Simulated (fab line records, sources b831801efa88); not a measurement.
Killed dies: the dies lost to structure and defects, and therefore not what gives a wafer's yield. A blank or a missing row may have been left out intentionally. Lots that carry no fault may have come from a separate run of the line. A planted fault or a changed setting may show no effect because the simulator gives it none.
Which of the tools did it? | flow sky130 | 14 lots with 42 wafers sampled at 2 steps, on a route of 708 steps

== WHAT EACH GAUGE READ, for each wafer ==
Not one reading of a measure or inspect step in the record can be checked against a usual standard deviation.

== WHICH TOOL RAN EACH LOT (tool, then ch and the chambers of the sampled wafers, then the start) ==
lot  | SKY_RES_XHIGH_SOFTBAKE_03        | SKY_PAD_OPEN_PROBE_99
L176 | lithoTrack-04 ch 0, day 26 00:55 | -
L177 | lithoTrack-03 ch 0, day 26 05:40 | -
L178 | lithoTrack-04 ch 0, day 26 14:28 | -
L179 | lithoTrack-04 ch 0, day 26 18:28 | -
L180 | lithoTrack-03 ch 0, day 27 10:55 | -
L181 | lithoTrack-02 ch 0, day 27 21:44 | -
L183 | lithoTrack-04 ch 0, day 28 15:46 | -
L184 | lithoTrack-02 ch 0, day 28 19:19 | -
L189 | lithoTrack-04 ch 0, day 31 04:07 | -
L191 | lithoTrack-04 ch 0, day 31 10:13 | prober-01, day 49 17:43
L192 | lithoTrack-04 ch 0, day 31 14:41 | -
L194 | lithoTrack-03 ch 0, day 32 09:42 | -
L195 | lithoTrack-03 ch 0, day 32 20:10 | -
L197 | lithoTrack-02 ch 0, day 32 21:10 | -
- SKY_RES_XHIGH_SOFTBAKE_03: time 60 s.
- SKY_PAD_OPEN_PROBE_99

== AS READ BY THE TOOLS THEMSELVES (means over the sampled wafers that have a number; for cases with no such wafer, the mark the record gives instead) ==
SKY_RES_XHIGH_SOFTBAKE_03.
lot  | tool          | runLengthS (s)
L176 | lithoTrack-04 | 89.31
L177 | lithoTrack-03 | 89.02
L178 | lithoTrack-04 | 89.33
L179 | lithoTrack-04 | 89.32
L180 | lithoTrack-03 | 89.11
L181 | lithoTrack-02 | 88.91
L183 | lithoTrack-04 | 89.23
L184 | lithoTrack-02 | 89.02
L189 | lithoTrack-04 | 89.20
L191 | lithoTrack-04 | 92.55
L192 | lithoTrack-04 | 92.41
L194 | lithoTrack-03 | 88.89
L195 | lithoTrack-03 | 89.00
L197 | lithoTrack-02 | 88.95

SKY_PAD_OPEN_PROBE_99.
lot  | tool      | killed_at_M0_to_M3 | killed_at_M4_up | killedAtContacts | killedAtFrontEnd | killedAtOther | killedDies | killedOpen | killedShort
L191 | prober-01 | 44                 | 3.0             | 26               | 18               | 0.0           | 91         | 49         | 42

== THE ANSWER, worked out from the rows above alone ==
Rule: the usual values come from the lots themselves. Put in order of their means at a reading, lots are off if they are a third of the lots or fewer, leave a main group of 4 or more, and stand apart from it by a gap of 3 or more times the standard deviation of the main group's means; of several such gaps the widest counts. The tables above print the reading to a certain number of digits; a main group whose means all agree to those digits is not used. A lot without any number at a reading at which 4 lots or more have one is off too. Where the step has rows for the other lots, those lots are counted as sound. Order of review: gauges by route order, followed by the tools' own readings, for which a lot's mean as printed above is used. At the first step where some lot is off, the reading lying furthest off is the one used; lots without a number count as furthest.
Off: L191, L192, at SKY_RES_XHIGH_SOFTBAKE_03 (runLengthS). For the main group the mean is 89.11 s and the standard deviation 0.16.
If a tool, at that step or one of the process steps before it, ran each lot that is off and ran no sound lot following the first of them, it fits. One candidate fits, namely lithoTrack-04 at SKY_RES_XHIGH_SOFTBAKE_03. A fault onset in the window from L189 (day 31 04:07, its last sound lot) to L191 (day 31 10:13, its first lot off) fits.
On the lots that are off, the tool's own readings at SKY_RES_XHIGH_SOFTBAKE_03 differ by more than 5 times the standard deviation of the sound lots' means, which bears it out; runLengthS reads 92.48 s there versus 89.11 s on the sound lots.

== WHAT THE SIMULATOR HAD PUT IN ==
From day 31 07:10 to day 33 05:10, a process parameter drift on lithoTrack-04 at SKY_RES_XHIGH_SOFTBAKE_03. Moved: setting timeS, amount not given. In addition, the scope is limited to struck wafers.
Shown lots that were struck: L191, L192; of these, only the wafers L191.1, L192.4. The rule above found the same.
